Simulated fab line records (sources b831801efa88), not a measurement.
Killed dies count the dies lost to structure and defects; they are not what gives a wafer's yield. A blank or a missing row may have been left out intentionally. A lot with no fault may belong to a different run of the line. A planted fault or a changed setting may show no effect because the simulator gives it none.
Chamber matching    flow sky130    4 sister chambers for SKY_FIELD_ISO_CMP_27 on cmp-01
The step polishes, stops on Si3N4, t overpolish 16 s, target thk 457.8 nm. 4 wafers are shown with their chamber, then 8 later ones without.

## WAFERS, EACH WITH ITS CHAMBER
wafer   chamber  motorCurrentA (A)
L494.6  3        12.1
L502.1  1        11.5
L502.2  0        13.6
L505.1  2        11.2

## WAFERS WITHOUT THEIR CHAMBER
wafer   motorCurrentA (A)
L505.5  12.7
L505.6  12.3
L508.1  10.9
L508.3  11.0
L508.4  11.1
L509.2  14.3
L509.5  13.5
L509.6  12.2

## EACH ONE'S CHAMBER
wafer   from the rows above           in truth
L505.5  can't be placed: 3 or 0 or 1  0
L505.6  can't be placed: 3 or 1       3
L508.1  can't be placed: 2 or 1       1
L508.3  can't be placed: 2 or 1       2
L508.4  can't be placed: 2 or 1       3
L509.2  0                             0
L509.5  0                             0
L509.6  can't be placed: 3 or 1       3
Correctly placed: 2 of 8. Not placeable from these rows: 6 (in 5, the candidates include the true chamber). Wrongly placed: 0.
How it was worked out, from the rows above alone: a wafer's distance from a chamber is the root of the sum, over the readings, of the square of ((its reading less the chamber's mean) divided by the reading's scatter). If the next closest chamber is less than 2 further off than the closest, the wafer can't be placed; otherwise it belongs to the closest. A chamber's mean is the mean of its shown wafers. The scatter: with one shown wafer a chamber, the root of the mean of the squares of how far each hidden wafer lies from its nearest shown one.
